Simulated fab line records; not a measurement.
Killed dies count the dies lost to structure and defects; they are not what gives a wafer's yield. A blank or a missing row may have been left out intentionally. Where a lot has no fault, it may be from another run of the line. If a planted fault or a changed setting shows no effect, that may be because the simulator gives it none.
Code-filled problem report in 8D (eight disciplines) form / flow gf180mcu / the parts of the form that need people (team, actions taken, sign-off) are left out

## 1. THE ISSUE
At GF_HV_LDD_CD_MEAS_07, cd nm averages 420.2 nm over 9 wafers from 3 lots, while fault-free wafers read 399.8 nm, standard deviation 2.1. That is +9.7 standard deviations from the usual mean.
The step: target cd 400 nm.
First seen on wafer L157.2, day 15 17:42, on cd sem-01. The record has a number at this step for 39 wafers belonging to 13 lots. By rule, "out" or "out of limits" means more than 4 standard deviations away from the usual mean. All remaining wafers that have a number are taken as sound.

## 2. WHAT IT IS AND WHAT IT IS NOT
question=which readings at this step | is=cd nm | is not=-
question=which lots | is=L157, L158, L162 | is not=L139, L140, L142, L144, L146, L147, L149, L154, L156, L160
question=which wafers of those lots | is=all that have a number | is not=-
question=read on which gauges | is=cd sem-01, cd sem-02 | is not=-
question=when | is=from day 15 17:42 | is not=up to then (27 sound wafers); but 3 sound wafers of L160 came after

## 3. WHAT RULES OUT EACH SUSPECT
Counting: a tool at any process step up to the reading remains a suspect when it ran all the lots that are out and ran no sound lot after the first of those.
- the gauge at GF_HV_LDD_CD_MEAS_07 is ruled out. The wafers that are out were read on 2 gauges (cd sem-01, cd sem-02).
- rie si-01 at GF_POLY_GATE_ETCH_13 (etches poly-Si in HBr/Cl2, stops on SiO2, target depth 198.5 nm, time 69.6 s): kept. All lots that are out passed through it, beginning with L157 at day 14 18:20, and no sound lot followed; its final sound lot before that point was L147 at day 11 16:58.
- litho track-02 at GF_HV_LDD_DEVELOP_06 (develop time 60 s): kept. All lots that are out passed through it, beginning with L157 at day 15 17:34, and no sound lot followed; its final sound lot before that point was L154 at day 14 17:11.
The count leaves litho track-02 at GF_HV_LDD_DEVELOP_06 and rie si-01 at GF_POLY_GATE_ETCH_13.

## 4. THE CAUSE (what the simulator had put in)
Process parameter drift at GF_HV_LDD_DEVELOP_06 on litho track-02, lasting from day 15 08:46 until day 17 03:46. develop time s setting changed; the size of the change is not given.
Of the 2 suspects that counting leaves, this tool is one.

## 5. THE EFFECT CHAIN, in route order
Rows list readings where the struck wafers' mean (over those with a number) sits beyond 3 standard deviations from the usual. Only readings for which the record gives a usual standard deviation are gone through. hours: the time from each lot's start at the first step in this table that gives one to its start at this step, as a median over the lots. sigmas: the change in usual standard deviations.
hours=0; step=GF_HV_LDD_CD_MEAS_07; reading=cd nm; usual=399.8 nm; on struck wafers=420.2; change=+20.4; sigmas=+9.7

## 6. HOW IT WOULD HAVE BEEN CAUGHT EARLIER
In this record the first reading out of limits at a measuring or inspecting step was taken at day 15 17:42, 9 hours after the fault began at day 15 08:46.
Of the tool readings at GF_HV_LDD_DEVELOP_06 for which the record gives a usual standard deviation, none was out on any struck wafer, so an alarm limit of 4 standard deviations on them would not have fired.
Among the 3 lots that are out, L158, L162 began GF_HV_LDD_DEVELOP_06 on litho track-02 after day 15 17:42. A hold on the tool at that time would have spared those 2.
